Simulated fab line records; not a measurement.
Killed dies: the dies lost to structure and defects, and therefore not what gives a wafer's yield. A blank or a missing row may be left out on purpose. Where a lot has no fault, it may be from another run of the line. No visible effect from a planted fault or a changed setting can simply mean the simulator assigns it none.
A lot that was struck, set against a sound lot / flow gf180mcu / 43 out of 602 route steps
Sound: these wafers, L742.4, L742.5, L742.6. Wafers L758.2, L758.3, L758.6 were the ones struck. At the end, the cause is stated.
Per side, at each step with rows, come the tool, then ch with its chambers, and then its first start. Under that, the readings that differ: sound wafers / struck wafers / difference of the means / sigmas: that difference in standard deviations of wafers without a fault.
alike: readings whose means differ by less than 2 such deviations, and words and numbers that are the same on both sides. not compared: withheld readings, readings that some wafer has no value for, bounds like >300 that may hide the same value, and numbers for which the record gives no deviation and whose values overlap.
The two part at a step that has a row with sigmas, a row that says differs or no value, or rows on one side only. Numbers that don't overlap but have no deviation are shown without sigmas and don't part them. A reading that every wafer of one side lacks parts them only if that side has two wafers or more.

first, 1 step without rows for these wafers: GF_LVPWELL_IMPLANT_09.
GF_LVPWELL_STRIP_10: strips in O2/N2.
  sound on plasma_asher-02 ch 0,1, day 4 03:06; struck on plasma_asher-04 ch 1, day 7 19:16
reading=heater_power_w (W); sound=377 379 387; struck=306 311 308; difference=-73; sigmas=-3
  alike: drypump_motor_current_A, oes_product_au, strip_time_to_endpoint_s
  not compared: rf_hours_counter_h
GF_LVPWELL_TW_MEAS_11:
  struck on film_metro-01, day 7 19:22; sound on film_metro-04, day 4 03:11
  alike: LVPWELL_TW
then, 7 steps without rows for these wafers: GF_MVSD_DEHYDRATE_00 (time 60 s); GF_MVSD_HMDS_01 (prime time 60 s); GF_MVSD_COAT_02 (resist thk 3000 nm); GF_MVSD_SOFTBAKE_03; GF_MVSD_EXPOSE_04 (exposes mask MVSD, target cd 1000 nm); GF_MVSD_PEB_05; GF_MVSD_DEVELOP_06 (develop time 60 s).
GF_MVSD_OVL_MEAS_07:
  struck on overlay-01, day 8 11:34; sound on overlay-02, day 4 16:59
  alike: MVSD_OVL
then, 1 step without rows for these wafers: GF_MVSD_IMPLANT_08.
GF_MVSD_IMPLANT_09:
  struck on implanter-04, day 8 11:46; sound on implanter-04 ch 0, day 4 17:13
  no value came back on the struck wafers for beam_energy_keV, beam_on_s (s), end_station_pressure_torr (Torr), implant_ion_amu; on the sound wafers beam_energy_keV reads 99.99 99.97 99.99
GF_MVSD_STRIP_10: strips in O2/N2.
  sound on plasma_asher-03 ch 0,1, day 4 17:20; struck on plasma_asher-02 ch 0,1, day 8 11:54
  alike: drypump_motor_current_A, heater_power_w, oes_product_au, strip_time_to_endpoint_s
  not compared: rf_hours_counter_h
GF_MVSD_TW_MEAS_11:
  struck on film_metro-01, day 8 12:01; sound on film_metro-01, day 4 17:25
reading=MVSD_TW; sound=1570 1573 1565; struck=1506 1511 1504; difference=-62; sigmas=-5
then, 7 steps without rows for these wafers: GF_MVPSD_DEHYDRATE_00 (time 60 s); GF_MVPSD_HMDS_01 (prime time 60 s); GF_MVPSD_COAT_02 (resist thk 3000 nm); GF_MVPSD_SOFTBAKE_03; GF_MVPSD_EXPOSE_04 (exposes mask MVPSD, target cd 1000 nm); GF_MVPSD_PEB_05; GF_MVPSD_DEVELOP_06 (develop time 60 s).
GF_MVPSD_OVL_MEAS_07:
  struck on overlay-02, day 9 03:47; sound on overlay-02, day 5 07:30
  alike: MVPSD_OVL
then, 2 steps without rows for these wafers: GF_MVPSD_IMPLANT_08; GF_MVPSD_IMPLANT_09.
GF_MVPSD_STRIP_10: strips in O2/N2.
  sound on plasma_asher-03 ch 0,1, day 5 07:51; struck on plasma_asher-03 ch 0,1, day 9 04:07
  alike: drypump_motor_current_A, heater_power_w, oes_product_au, strip_time_to_endpoint_s
  not compared: rf_hours_counter_h
GF_MVPSD_TW_MEAS_11:
  struck on film_metro-04, day 9 04:13; sound on film_metro-01, day 5 07:56
  alike: MVPSD_TW
then, 3 steps without rows for these wafers: GF_VT_IMPLANT_DEHYDRATE_00 (time 60 s); GF_VT_IMPLANT_HMDS_01 (prime time 60 s); GF_VT_IMPLANT_COAT_02 (resist thk 1000 nm).
GF_VT_IMPLANT_SOFTBAKE_03: time 61.9 s.
  sound on litho_track-03 ch 0, day 5 14:58; struck on litho_track-02 ch 0, day 9 12:47
  alike: exhaust_pa, plate_sensor_t_centre_C, plate_sensor_t_edge_C, resist_line_temp_C
then, 3 steps without rows for these wafers: GF_VT_IMPLANT_EXPOSE_04 (exposes mask LVPWELL LV AREA, target cd 600 nm); GF_VT_IMPLANT_PEB_05; GF_VT_IMPLANT_DEVELOP_06 (develop time 60 s).
GF_VT_IMPLANT_OVL_MEAS_07:
  struck on overlay-02, day 9 21:44; sound on overlay-01, day 5 22:51
  alike: VT_IMPLANT_OVL
then, 1 step without rows for these wafers: GF_VT_IMPLANT_IMPLANT_08.
GF_VT_IMPLANT_STRIP_09: strips in O2/N2.
  sound on plasma_asher-02 ch 0,1, day 5 23:03; struck on plasma_asher-02 ch 1, day 9 21:55
reading=strip_time_to_endpoint_s (s); sound=12.577 12.584 12.554; struck=12.633 12.642 12.631; difference=+0.064; sigmas=+2
  alike: drypump_motor_current_A, heater_power_w, oes_product_au
  not compared: rf_hours_counter_h
GF_VT_IMPLANT_TW_MEAS_10:
  struck on film_metro-02, day 9 22:02; sound on film_metro-02, day 5 23:09
  alike: VT_IMPLANT_TW
then, 4 steps without rows for these wafers: GF_VT_IMPLANT_DEHYDRATE_11 (time 60 s); GF_VT_IMPLANT_HMDS_12 (prime time 60 s); GF_VT_IMPLANT_COAT_13 (resist thk 1000 nm); GF_VT_IMPLANT_SOFTBAKE_14 (time 60 s).
-- the record jumps here: 2 days lie between the struck wafers' starts before and after --
GF_VT_IMPLANT_RS_MEAS_46: the measuring method here is four-point-probe.
  struck on film_metro-04, day 12 05:39; sound on film_metro-03, day 7 21:44
reading=MVSD_RS (ohm/sq); sound=456.9 455.3 457.3; struck=- - -; difference=no value on the struck wafers; sigmas=

WHERE THEY PART
Last at GF_VT_IMPLANT_RS_MEAS_46 as far as this record goes, first at GF_LVPWELL_STRIP_10.

WHY: the cause the simulator had injected
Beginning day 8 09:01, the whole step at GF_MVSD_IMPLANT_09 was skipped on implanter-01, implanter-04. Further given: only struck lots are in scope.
